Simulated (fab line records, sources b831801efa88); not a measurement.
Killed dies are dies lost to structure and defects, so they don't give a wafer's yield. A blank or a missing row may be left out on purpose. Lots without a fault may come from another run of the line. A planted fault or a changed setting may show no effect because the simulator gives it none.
Which tool did it? | flow sky130 | 12 lots, 36 wafers sampled, at 4 steps of a route of 708

WHAT THE GAUGES READ, wafer by wafer
SKY_CAPM_OVL_MEAS_12. Usual: CAPM_OVL -0.3 nm, standard deviation 1.2.
lot  | measured     | on         | CAPM_OVL (nm)  | flag
L285 | day 37 11:08 | overlay-02 | -1.5 -2.4 -2.1 |
L287 | day 38 02:25 | overlay-02 | 0.6 0.1 -1.9   |
L288 | day 38 10:53 | overlay-01 | -0.6 -1.2 -1.1 |
L289 | day 38 17:31 | overlay-02 | 1.0 -0.2 0.9   |
L292 | day 39 14:23 | overlay-02 | 0.0 0.8 0.1    |
L293 | day 40 07:02 | overlay-01 | 0.3 -1.3 1.0   |
L296 | day 41 06:07 | overlay-01 | -1.7 -2.0 -2.2 |
L301 | day 42 08:16 | overlay-01 | -2.7 -2.1 -1.5 |
L305 | day 43 16:32 | overlay-02 | -0.4 -0.2 -0.7 |
L306 | day 43 20:31 | overlay-01 | -0.5 -0.4 -0.2 |
L307 | day 43 22:34 | overlay-02 | 0.6 -1.3 -0.8  |
L308 | day 44 02:20 | overlay-01 | 0.5 0.5 2.2    |

WHICH TOOL RAN EACH LOT (tool, then ch and the chambers of the sampled wafers, then the start)
lot  | SKY_CONTACT_ETCH_18                           | SKY_METAL1_DESCUM_17              | SKY_VIA2_SPUTTER_20
L285 | rie_diel-02 ch 0,1,3, day 32 16:42 or earlier | rie_metal-02 ch 0,1, day 32 16:42 | pvd_sputter-03, day 36 07:58
L287 | rie_diel-04 ch 1,2, day 33 07:53 or earlier   | rie_metal-04 ch 0,1, day 33 07:53 | pvd_sputter-04, day 36 23:20
L288 | rie_diel-01 ch 1,2, day 33 18:55 or earlier   | rie_metal-04 ch 0,1, day 33 18:55 | pvd_sputter-02, day 37 08:41
L289 | rie_diel-01 ch 0,3, day 34 01:22 or earlier   | rie_metal-03 ch 1, day 34 01:22   | pvd_sputter-02, day 37 15:17
L292 | rie_diel-04 ch 1,2, day 35 00:37 or earlier   | rie_metal-04 ch 0, day 35 00:37   | pvd_sputter-02, day 38 12:56
L293 | rie_diel-01 ch 0,2,3, day 35 18:46 or earlier | rie_metal-03 ch 0,1, day 35 18:46 | pvd_sputter-02, day 39 05:28
L296 | rie_diel-04 ch 0,1, day 36 16:49 or earlier   | rie_metal-02 ch 0,1, day 36 16:49 | pvd_sputter-04, day 40 05:25
L301 | rie_diel-01 ch 0,1,3, day 37 21:38 or earlier | rie_metal-02 ch 0,1, day 37 21:38 | pvd_sputter-04, day 41 07:58
L305 | rie_diel-01 ch 0,2,3, day 39 10:47 or earlier | rie_metal-02 ch 0,1, day 39 10:47 | pvd_sputter-04, day 42 16:58
L306 | rie_diel-02 ch 0,1,3, day 39 13:56 or earlier | rie_metal-04 ch 0,1, day 39 13:56 | pvd_sputter-04, day 42 20:39
L307 | rie_diel-02 ch 1,2,3, day 39 18:06 or earlier | rie_metal-02 ch 0,1, day 39 18:06 | pvd_sputter-02, day 42 22:57
L308 | rie_diel-01 ch 2,3, day 39 21:37 or earlier   | rie_metal-04 ch 0,1, day 39 21:37 | pvd_sputter-03, day 43 03:25
- SKY_CONTACT_ETCH_18: etches Si3N4 in CHF3/O2, stops on TiN, time 39 s, target depth 75 nm.
- SKY_METAL1_DESCUM_17: chemistry O2, time 8 s.
- SKY_VIA2_SPUTTER_20: material TiN, target thk 20 nm, time 80 s.

WHAT THE TOOLS THEMSELVES READ (means of the sampled wafers that have a number; where no wafer has one, the mark that the record gives instead)
SKY_CONTACT_ETCH_18. Usual: drypump_motor_current_A 5.8 A, standard deviation 0.3; oes_product_au 0.854 a.u., standard deviation 0.0078; throttle_valve_pct 8.794 %, standard deviation 0.0089.
lot  | tool        | drypump_motor_current_A (A) | oes_product_au (a.u.) | throttle_valve_pct (%) | flag
L285 | rie_diel-02 | 5.8                         | 0.858                 | 8.789                  |
L287 | rie_diel-04 | 5.7                         | 0.859                 | 8.800                  |
L288 | rie_diel-01 | 6.1                         | 0.853                 | 8.802                  |
L289 | rie_diel-01 | 5.3                         | 0.852                 | 8.792                  |
L292 | rie_diel-04 | 5.7                         | 0.856                 | 8.794                  |
L293 | rie_diel-01 | 5.7                         | 0.853                 | 8.792                  |
L296 | rie_diel-04 | 5.8                         | 0.859                 | 8.799                  |
L301 | rie_diel-01 | 5.6                         | 0.850                 | 8.795                  |
L305 | rie_diel-01 | 5.7                         | 0.857                 | 8.794                  |
L306 | rie_diel-02 | 5.8                         | 0.852                 | 8.796                  |
L307 | rie_diel-02 | 5.6                         | 0.854                 | 8.801                  |
L308 | rie_diel-01 | 5.7                         | 0.854                 | 8.794                  |

SKY_METAL1_DESCUM_17. Usual: drypump_motor_current_A 6.0 A, standard deviation 0.4; oes_product_au 0.997 a.u., standard deviation 0.01.
lot  | tool         | drypump_motor_current_A (A) | oes_product_au (a.u.) | flag
L285 | rie_metal-02 | 6.3                         | 0.993                 |
L287 | rie_metal-04 | 6.1                         | 0.986                 |
L288 | rie_metal-04 | 6.1                         | 0.998                 |
L289 | rie_metal-03 | 5.1                         | 0.993                 |
L292 | rie_metal-04 | 6.2                         | 0.997                 |
L293 | rie_metal-03 | 5.3                         | 0.996                 |
L296 | rie_metal-02 | 6.2                         | 1.005                 |
L301 | rie_metal-02 | 6.2                         | 1.010                 |
L305 | rie_metal-02 | 6.3                         | 1.003                 |
L306 | rie_metal-04 | 6.1                         | 0.994                 |
L307 | rie_metal-02 | 6.3                         | 1.001                 |
L308 | rie_metal-04 | 6.1                         | 0.992                 |

SKY_VIA2_SPUTTER_20. Usual: cathode_dc_power_W 4000.0 W, standard deviation 0.74; chamber_pressure_pa 5.001 Pa, standard deviation 0.0096; throttle_valve_pct 29.7 %, standard deviation 0.91.
lot  | tool           | cathode_dc_power_W (W) | chamber_pressure_pa (Pa) | throttle_valve_pct (%) | flag
L285 | pvd_sputter-03 | 3999.8                 | 5.000                    | 30.3                   |
L287 | pvd_sputter-04 | 3999.5                 | 5.011                    | 29.9                   |
L288 | pvd_sputter-02 | 4000.4                 | 5.001                    | 29.3                   |
L289 | pvd_sputter-02 | 3999.6                 | 5.011                    | 28.5                   |
L292 | pvd_sputter-02 | 3999.8                 | 5.004                    | 29.2                   |
L293 | pvd_sputter-02 | 3999.6                 | 5.006                    | 29.3                   |
L296 | pvd_sputter-04 | 4000.3                 | 5.011                    | 29.7                   |
L301 | pvd_sputter-04 | 4000.0                 | 4.991                    | 29.8                   |
L305 | pvd_sputter-04 | 4000.0                 | 5.486                    | 28.1                   | OFF
L306 | pvd_sputter-04 | 4000.4                 | 5.470                    | 28.2                   | OFF
L307 | pvd_sputter-02 | 3999.4                 | 5.005                    | 29.7                   |
L308 | pvd_sputter-03 | 3999.6                 | 4.995                    | 29.9                   |

THE ANSWER, worked out from the rows above alone
Rule: a lot is off if the mean of its wafers that have a number lies more than 3 standard deviations from the usual mean. A lot without any number at a reading at which 4 lots or more have one is off too. The other lots that the step has rows for count as sound. The gauges are gone through in route order, then the tools' own readings, and for those a lot's mean is taken as printed above. The first step at which some lot is off is used, and at that step the reading that is off furthest; a lot without a number counts as furthest.
Off: L305, L306, at SKY_VIA2_SPUTTER_20 (chamber_pressure_pa).
A tool fits if, at that step or a process step before it, it ran every lot that is off, and no sound lot after the first of them. SKY_CONTACT_ETCH_18 gives no start for some lots, so the hours and the order of its lots are those of SKY_METAL1_DESCUM_17. One fits: pvd_sputter-04 at SKY_VIA2_SPUTTER_20. Its last sound lot is L301 (day 41 07:58), its first lot that is off L305 (day 42 16:58): a fault that began between those two fits.
The tool's own readings at SKY_VIA2_SPUTTER_20 bear it out: on the lots that are off they differ by more than 5 times the standard deviation of the sound lots' means. chamber_pressure_pa reads 5.478 Pa there against 5.003 Pa on the sound lots.

WHAT THE SIMULATOR HAD PUT IN
Process parameter drift: pvd_sputter-04, from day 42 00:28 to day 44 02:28, at SKY_VIA2_SPUTTER_20. Setting chamber_pressure_pa, moved by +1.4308, from 5. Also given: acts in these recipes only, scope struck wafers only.
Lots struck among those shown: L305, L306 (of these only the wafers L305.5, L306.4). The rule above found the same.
